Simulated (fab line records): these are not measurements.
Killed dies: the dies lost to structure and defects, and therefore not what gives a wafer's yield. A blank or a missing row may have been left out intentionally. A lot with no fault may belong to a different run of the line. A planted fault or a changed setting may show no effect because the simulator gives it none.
Shared-tool check | flow sky130 | Lots sampled 11, wafers sampled 39

## WHY THIS WAS OPENED
2 of 11 lots carry a flag on the reading SD_P_TW at SKY_SD_P_TW_MEAS_11. Fault-free wafers read 2844, with a standard deviation of 16.
Rule: a lot is flagged in two cases, either no wafer of it has a number, or all its wafers with numbers fall more than 4 standard deviations from that mean. All remaining lots are regarded as sound.

lot  | measured     | on            | SD_P_TW, wafer by wafer       | flag
L768 | day 25 07:46 | film-metro-02 | 2845 2833 2833                |
L770 | day 26 04:34 | film-metro-01 | 2861 2826 2846                |
L771 | day 26 07:03 | film-metro-02 | 2848 2846 2839                |
L773 | day 27 09:47 | film-metro-02 | 2828 2827 2825                |
L777 | day 28 13:50 | film-metro-02 | 2845 2851 2844                |
L778 | day 29 01:39 | film-metro-02 | 2838 2837 2841                |
L779 | day 29 08:43 | film-metro-01 | 2852 2855 2858                |
L780 | day 29 12:26 | film-metro-01 | 2869 2870 2857                |
L782 | day 30 05:13 | film-metro-02 | 2842 2823 2838                |
L784 | day 30 18:14 | film-metro-01 | 2694 2676 2694 2684 2682 2672 | FLAGGED
L785 | day 31 02:50 | film-metro-01 | 2691 2688 2692 2679 2687 2706 | FLAGGED
The numbers of the flagged lots are 2687 on average: -157 against the usual, or -10 standard deviations.

## LOT BY LOT: THE TOOL USED
Before the reading, the record contains 2 process steps out of a 708-step route. Every cell lists first the tool, next ch and the chambers used by the sampled wafers, and last the start.
lot  | flag    | SKY_SD_P_IMPLANT_09             | SKY_SD_P_STRIP_10
L768 |         | implanter-04 ch 0, day 25 07:31 | plasma-asher-02 ch 0,1, day 25 07:40
L770 |         | implanter-02 ch 0, day 26 04:20 | plasma-asher-03 ch 0,1, day 26 04:27
L771 |         | implanter-02 ch 0, day 26 06:48 | plasma-asher-02 ch 0,1, day 26 06:57
L773 |         | implanter-04 ch 0, day 27 09:33 | plasma-asher-04 ch 0,1, day 27 09:41
L777 |         | implanter-02 ch 0, day 28 13:35 | plasma-asher-03 ch 0,1, day 28 13:44
L778 |         | implanter-02 ch 0, day 29 01:26 | plasma-asher-03 ch 0,1, day 29 01:34
L779 |         | implanter-02 ch 0, day 29 08:28 | plasma-asher-03 ch 0,1, day 29 08:37
L780 |         | implanter-02 ch 0, day 29 12:13 | plasma-asher-02 ch 0,1, day 29 12:21
L782 |         | implanter-01 ch 0, day 30 04:59 | plasma-asher-04 ch 0,1, day 30 05:06
L784 | FLAGGED | implanter-02 ch 0, day 30 17:59 | plasma-asher-02 ch 0,1, day 30 18:07
L785 | FLAGGED | implanter-02 ch 0, day 31 02:35 | plasma-asher-03 ch 0,1, day 31 02:44
These steps, and what they do:
- SKY_SD_P_IMPLANT_09
- SKY_SD_P_STRIP_10: strips in O2/N2.
- SKY_SD_P_TW_MEAS_11

## FLAGGED AGAINST TOTAL, ONE TOOL AT A TIME (gauges that did the reading follow at the end)
step                | tool            | lots run | flagged | share of the flagged lots | sound lots run after its first flagged lot
SKY_SD_P_IMPLANT_09 | implanter-01    | 1        | 0       | none                      | -
SKY_SD_P_IMPLANT_09 | implanter-02    | 8        | 2       | all                       | 0
SKY_SD_P_IMPLANT_09 | implanter-04    | 2        | 0       | none                      | -
SKY_SD_P_STRIP_10   | plasma-asher-02 | 4        | 1       | some                      | 0
SKY_SD_P_STRIP_10   | plasma-asher-03 | 5        | 1       | some                      | 0
SKY_SD_P_STRIP_10   | plasma-asher-04 | 2        | 0       | none                      | -
SKY_SD_P_TW_MEAS_11 | film-metro-01   | 5        | 2       | all                       | 0
SKY_SD_P_TW_MEAS_11 | film-metro-02   | 6        | 0       | none                      | -

## WHAT THE TABLE PERMITS
Table rows that saw every flagged lot: 2, namely implanter-02 at SKY_SD_P_IMPLANT_09 and film-metro-01 at SKY_SD_P_TW_MEAS_11.
- implanter-02 at SKY_SD_P_IMPLANT_09 ran 8 lots, 2 of them flagged. Its last sound lot is L780 (day 29 12:13), its first flagged lot L784 (day 30 17:59): a fault that began between those two fits. Its own readings (beam-energy-keV) fall more than 4 standard deviations out on all wafers of the flagged lots.
- film-metro-01 at SKY_SD_P_TW_MEAS_11 ran 5 lots, 2 of them flagged. Its last sound lot is L780 (day 29 12:26), its first flagged lot L784 (day 30 18:14): a fault that began between those two fits.
Because each of these 2 tools fits a fault that began at some hour, counting lots does not separate them. More lots, or a look at what each step does to the wafer, might.

## WHAT THE SIMULATOR PUT IN
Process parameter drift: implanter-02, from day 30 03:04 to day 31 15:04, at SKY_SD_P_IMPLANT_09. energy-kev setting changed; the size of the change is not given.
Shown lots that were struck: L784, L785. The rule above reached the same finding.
